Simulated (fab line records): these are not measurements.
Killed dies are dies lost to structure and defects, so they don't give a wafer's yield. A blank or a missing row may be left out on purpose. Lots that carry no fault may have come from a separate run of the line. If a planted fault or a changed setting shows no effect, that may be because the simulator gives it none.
A struck lot beside a sound one	flow gf180mcu	25 steps out of a route of 602
Sound: the wafers L790.1, L790.3, L790.6. The struck wafers were L782.1, L782.4, L782.5. The cause is given at the end.
Order at every step that has rows: each side's tool, ch and its chambers, its first start. Under that, the readings that differ: sound wafers	struck wafers	difference of the means	sigmas: that difference in standard deviations of wafers without a fault.
alike: readings with means less than 2 such deviations apart, plus words and numbers identical on both sides. not compared: withheld readings, readings lacking a value on some wafer, bounds such as >300 that could conceal the same value, and numbers that have no deviation in the record and whose values overlap.
A row with sigmas, a row that says differs or no value, or rows on one side alone: a step with any of these is where the two part. Numbers that don't overlap but have no deviation are shown without sigmas and don't part them. A reading missing from all wafers of one side parts the sides only when that side holds two or more wafers.

first, 6 steps without rows for these wafers: GF_TOP_METAL_HMDS_08 (prime time 60 s); GF_TOP_METAL_COAT_09 (resist thk 1500 nm); GF_TOP_METAL_SOFTBAKE_10 (time 60 s); GF_TOP_METAL_EXPOSE_11 (exposes mask MetalTop, target cd 440 nm); GF_TOP_METAL_PEB_12; GF_TOP_METAL_DEVELOP_13 (develop time 60 s).
GF_TOP_METAL_CD_MEAS_14: target cd 440 nm.
  sound on cd_sem-01 at day 34 02:55; struck on cd_sem-02 at day 32 01:58
  alike: cd_nm
GF_TOP_METAL_OVL_MEAS_15:
  sound on overlay-01 at day 34 03:02; struck on overlay-01 at day 32 02:05
  alike: TOP_METAL_OVL
GF_TOP_METAL_METAL_ETCH_16: etches the open film in Cl2/BCl3, stops on SiO2, target depth 1077.5 nm, time 179.6 s.
  sound on rie_metal-03 ch 0, day 34 03:05; struck on rie_metal-01 ch 0,1, day 32 02:07
  alike: bcl3_flow_sccm, drypump_motor_current_A, he_backside_leak_sccm, oes_product_au, throttle_valve_pct
  not compared: rf_hours_counter_h
GF_TOP_METAL_STRIP_17: strips in O2/N2.
  sound on plasma_asher-02 ch 0,1, day 34 03:15; struck on plasma_asher-04 ch 0, day 32 02:17
  alike: drypump_motor_current_A, heater_power_w, oes_product_au, strip_time_to_endpoint_s
  not compared: rf_hours_counter_h
then, 2 steps without rows for these wafers: GF_TOP_METAL_STRIP_18 (strips in post etch residue remover, time 1200 s); GF_TOP_METAL_CLEAN_19 (cleans in DIW).
GF_PASSIVATION_CVD_00: deposits SiO2 from TEOS, target thk 1000 nm, time 111.95 s.
  sound on pecvd-03 ch 0,2, day 34 03:49; struck on pecvd-02 ch 0,1,2, day 32 02:53
  no value came back on the struck wafers for heater_power_outer_w (W), heater_power_w (W), susceptor_temp_C (C); on the sound wafers heater_power_outer_w (W) reads 259 380 299
GF_PASSIVATION_CVD_02: deposits Si3N4, target thk 700 nm, time 486.18 s.
  sound on pecvd-02 ch 0,1, day 34 03:58; struck on pecvd-03 ch 0,1, day 32 03:02
  alike: heater_power_outer_w, heater_power_w, susceptor_temp_C
then, 7 steps without rows for these wafers: GF_PASSIVATION_DEHYDRATE_04 (time 60 s); GF_PASSIVATION_HMDS_05 (prime time 60 s); GF_PASSIVATION_COAT_06 (resist thk 4000 nm); GF_PASSIVATION_SOFTBAKE_07; GF_PASSIVATION_EXPOSE_08 (exposes mask Pad, target cd 40000 nm); GF_PASSIVATION_PEB_09; GF_PASSIVATION_DEVELOP_10 (develop time 60 s).
GF_PASSIVATION_ETCH_11: etches the open film in CF4/O2, stops on TiN, target depth 1800 nm, time 400 s.
  sound on rie_diel-04 ch 2,3, day 34 19:13; struck on rie_diel-01 ch 0,1,3, day 32 20:20
reading	sound	struck	difference	sigmas
model.etch.depth_nm (nm)	1675 1679 1719	1762 1727 1760	+59	
model.PASSIVATION.feature_depth_nm (nm)	1675 1679 1719	1762 1727 1760	+59	
  alike: drypump_motor_current_A, oes_product_au, throttle_valve_pct
  not compared: rf_hours_counter_h
GF_PASSIVATION_STRIP_12: strips in O2/N2.
  sound on plasma_asher-01 ch 0,1, day 34 19:28; struck on plasma_asher-01 ch 0,1, day 32 20:35
  alike: drypump_motor_current_A, heater_power_w, oes_product_au, strip_time_to_endpoint_s
  not compared: rf_hours_counter_h
then, 1 step without rows for these wafers: GF_PASSIVATION_ANNEAL_13 (time 1800 s).
GF_PASSIVATION_BOW_MEAS_14:
  sound on film_metro-04 at day 34 21:04; struck on film_metro-02 at day 32 22:11
  alike: PASSIVATION_BOW

## WHERE THEY PART
GF_PASSIVATION_CVD_00 only, going by this record. Later steps at which nothing parts them and some readings are alike: GF_PASSIVATION_CVD_02, GF_PASSIVATION_ETCH_11, GF_PASSIVATION_STRIP_12, GF_PASSIVATION_BOW_MEAS_14.

WHY: what the simulator had put in
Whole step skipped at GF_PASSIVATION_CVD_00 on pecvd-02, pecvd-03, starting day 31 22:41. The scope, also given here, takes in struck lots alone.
